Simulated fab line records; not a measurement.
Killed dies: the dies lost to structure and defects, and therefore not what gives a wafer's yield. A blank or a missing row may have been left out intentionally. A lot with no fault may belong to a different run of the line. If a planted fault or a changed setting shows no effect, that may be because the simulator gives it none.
Which tool did it?    flow sky130    Sampling: 12 lots, 36 wafers, 3 of 708 route steps

== WHAT THE GAUGES READ, wafer by wafer ==
SKY_METAL4_CD_MEAS_13: target cd 300 nm.
lot   measured      on         cd_nm (nm)
L816  day 42 16:23  cd_sem-02  302.9 302.6 301.8
L819  day 43 05:52  cd_sem-01  301.1 299.9 302.0
L821  day 44 02:31  cd_sem-02  298.7 298.5 298.9
L822  day 44 04:59  cd_sem-01  302.5 300.9 303.2
L823  day 44 06:58  cd_sem-01  301.5 300.3 300.2
L828  day 45 13:29  cd_sem-01  301.0 300.6 301.4
L829  day 45 22:28  cd_sem-01  300.3 300.2 301.2
L832  day 46 16:57  cd_sem-01  302.1 302.0 301.4
L834  day 47 01:27  cd_sem-02  300.7 300.6 299.9
L835  day 47 07:25  cd_sem-02  299.1 300.1 299.1
L836  day 47 10:04  cd_sem-02  299.2 300.1 299.4
L837  day 47 18:47  cd_sem-01  300.8 298.8 299.5

SKY_VIA4_THK_MEAS_20: measures by xrf.
lot   measured      on             VIA4_W_THK (nm)
L816  day 43 17:46  film_metro-01  502 490 492
L819  day 44 07:19  film_metro-02  516 501 518
L821  day 45 03:05  film_metro-04  497 501 522
L822  day 45 04:56  film_metro-01  511 506 495
L823  day 45 07:25  film_metro-04  511 504 510
L828  day 46 12:21  film_metro-02  498 518 513
L829  day 46 21:56  film_metro-02  515 497 497
L832  day 47 15:59  film_metro-04  511 506 491
L834  day 48 00:05  film_metro-01  495 507 499
L835  day 48 05:01  film_metro-02  494 514 494
L836  day 48 08:34  film_metro-04  496 499 499
L837  day 48 17:08  film_metro-04  490 501 494

== WHAT TOOL EACH LOT RAN ON (gives the tool, then ch and the chambers of the sampled wafers, and finally the start) ==
lot   SKY_METAL4_STRIP_19
L816  plasma_asher-02 ch 0,1, day 42 16:52
L819  plasma_asher-02 ch 0,1, day 43 06:19
L821  plasma_asher-04 ch 0,1, day 44 02:59
L822  plasma_asher-02 ch 0, day 44 05:27
L823  plasma_asher-04 ch 0,1, day 44 07:32
L828  plasma_asher-03 ch 0,1, day 45 13:57
L829  plasma_asher-04 ch 0,1, day 45 22:56
L832  plasma_asher-03 ch 0,1, day 46 17:24
L834  plasma_asher-03 ch 0,1, day 47 01:56
L835  plasma_asher-04 ch 0,1, day 47 07:54
L836  plasma_asher-04 ch 0,1, day 47 10:32
L837  plasma_asher-04 ch 0, day 47 19:15
- SKY_METAL4_STRIP_19: strips in O2/N2.

== AS READ BY THE TOOLS THEMSELVES (means over the sampled wafers that have a number; for cases with no such wafer, the mark the record gives instead) ==
SKY_METAL4_STRIP_19.
lot   tool             drypump_motor_current_A (A)  n2_flow_sccm (sccm)  oes_product_au (a.u.)  strip_time_to_endpoint_s (s)
L816  plasma_asher-02  6.3                          300.9                0.501                  6.51
L819  plasma_asher-02  6.2                          299.0                0.498                  6.56
L821  plasma_asher-04  5.6                          301.0                0.507                  6.62
L822  plasma_asher-02  5.8                          299.2                0.503                  6.46
L823  plasma_asher-04  5.6                          300.5                0.504                  6.60
L828  plasma_asher-03  5.9                          300.6                0.505                  6.65
L829  plasma_asher-04  5.6                          300.3                0.505                  6.64
L832  plasma_asher-03  5.6                          299.7                0.501                  6.61
L834  plasma_asher-03  5.9                          299.6                0.499                  6.45
L835  plasma_asher-04  5.7                          299.5                0.504                  6.55
L836  plasma_asher-04  6.2                          300.2                0.495                  6.50
L837  plasma_asher-04  5.1                          299.8                0.504                  6.55

== THE ANSWER, worked out from the rows above alone ==
Rule: usual is defined by the lots themselves. The widest of any qualifying gaps counts: lots, ordered by their means at a reading, are off when they make up no more than a third of the lots, leave a main group of 4 or more, and stand apart from it by 3 or more times the standard deviation of that group's means. A main group is skipped when, at the precision printed for the reading in the tables above, its means are all equal. A lot without any number at a reading at which 4 lots or more have one is off too. All remaining lots with rows at the step are treated as sound. Order of review: gauges by route order, followed by the tools' own readings, for which a lot's mean as printed above is used. At the first step where some lot is off, the reading lying furthest off is the one used; lots without a number count as furthest.
Nothing can be told from this: no lot is off at any reading shown.

== WHAT THE SIMULATOR HAD INSERTED ==
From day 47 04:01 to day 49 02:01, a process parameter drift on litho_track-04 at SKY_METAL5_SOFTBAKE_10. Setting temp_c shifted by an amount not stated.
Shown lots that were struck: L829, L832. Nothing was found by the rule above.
